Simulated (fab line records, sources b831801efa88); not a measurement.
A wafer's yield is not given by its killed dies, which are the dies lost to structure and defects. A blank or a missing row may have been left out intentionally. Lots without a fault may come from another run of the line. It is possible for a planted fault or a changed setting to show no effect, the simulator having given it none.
A struck lot beside a sound one -- flow sky130 -- 19 out of 708 route steps
Sound: these wafers, L631.2, L631.3, L631.4. The struck wafers were L639.1, L639.5, L639.6. Last of all comes the cause.
Order at every step that has rows: each side's tool, ch and its chambers, its first start. Under that, the readings that differ: sound wafers -- struck wafers -- difference of the means -- sigmas: that difference in standard deviations of wafers without a fault.
alike: readings with means less than 2 such deviations apart, plus words and numbers identical on both sides. not compared: withheld readings, readings lacking a value on some wafer, bounds such as >300 that could conceal the same value, and numbers that have no deviation in the record and whose values overlap.
Wherever a step has rows on one side only, a row that says differs or no value, or a row with sigmas, the two part there. Non-overlapping numbers with no deviation appear without sigmas and do not part them. Lack of a reading on every wafer of one side parts them only where that side has two or more wafers.

first, 1 step without rows for these wafers: SKY_LDD_P_DEVELOP_06 (develop time 60 s).
SKY_LDD_P_CD_MEAS_07: target cd 380 nm.
  sound on cdSem-02, day 22 00:11; struck on cdSem-02, day 25 04:53
  alike: cdNm
SKY_LDD_P_OVL_MEAS_08:
  sound on overlay-02, day 22 00:17; struck on overlay-01, day 25 05:00
  alike: LDD_P_OVL
next, for these wafers, 1 step has no rows: SKY_LDD_P_IMPLANT_09.
SKY_LDD_P_STRIP_10: strips in O2/N2.
  sound on plasmaAsher-03 ch 0,1, day 22 00:28; struck on plasmaAsher-02 ch 0,1, day 25 05:11
  alike: drypumpMotorCurrentA, oesProductAu, stripTimeToEndpointS
  not compared: rfHoursCounterH
SKY_LDD_P_TW_MEAS_11:
  sound on filmMetro-03, day 22 00:35; struck on filmMetro-01, day 25 05:17
  alike: LDD_P_TW
then, 6 steps without rows for these wafers: SKY_LDD_HVN_DEHYDRATE_00 (time 60 s); SKY_LDD_HVN_HMDS_01 (prime time 60 s); SKY_LDD_HVN_COAT_02 (resist thk 300 nm); SKY_LDD_HVN_SOFTBAKE_03 (time 60 s); SKY_LDD_HVN_EXPOSE_04 (exposes mask HVNTM, target cd 700 nm); SKY_LDD_HVN_PEB_05.
SKY_LDD_HVN_DEVELOP_06: develop time 60 s.
  sound on lithoTrack-03 ch 0, day 23 06:55; struck on lithoTrack-03 ch 0, day 26 09:36
SKY_LDD_HVN_OVL_MEAS_07:
  sound on overlay-02, day 23 07:04; struck on overlay-01, day 26 09:45
  alike: LDD_HVN_OVL
next, for these wafers, 1 step has no rows: SKY_LDD_HVN_IMPLANT_08.
SKY_LDD_HVN_STRIP_09: strips in O2/N2.
  sound on plasmaAsher-04 ch 0,1, day 23 07:14; struck on plasmaAsher-01 ch 0,1, day 26 09:56
  alike: drypumpMotorCurrentA, oesProductAu, stripTimeToEndpointS
  not compared: rfHoursCounterH
SKY_LDD_HVN_TW_MEAS_10:
  sound on filmMetro-01, day 23 07:21; struck on filmMetro-02, day 26 10:02
reading,sound,struck,difference,sigmas
LDD_HVN_TW,1430 1437 1434,238 239 244,-1193,-99 or more
then, 1 step without rows for these wafers: SKY_LDD_HVP_DEHYDRATE_00 (time 60 s).
-- a jump in the record: the struck wafers' starts before and after are 24 days apart (it breaks off in module LDD_HVP and resumes in module PAD_OPEN, where the first step shown is number 708 of the route) --
SKY_PAD_OPEN_PROBE_99:
  sound on prober-01, day 47 18:35; struck on prober-02, day 49 22:07
reading,sound,struck,difference,sigmas
killedAtFrontEnd,10 8 8,421 432 427,+418,+93
killedDies,89 93 80,492 492 492,+405,+43
killedOnRim,15 21 12,96 96 96,+80,+20
  alike: killed_at_M0_to_M3, killed_at_M4_up, killedAtContacts, killedAtOther, killedOpen, killedShort

== WHERE THEY PART ==
First at SKY_LDD_HVN_TW_MEAS_10; last, within this record, at SKY_PAD_OPEN_PROBE_99.

WHY: what the simulator had put in
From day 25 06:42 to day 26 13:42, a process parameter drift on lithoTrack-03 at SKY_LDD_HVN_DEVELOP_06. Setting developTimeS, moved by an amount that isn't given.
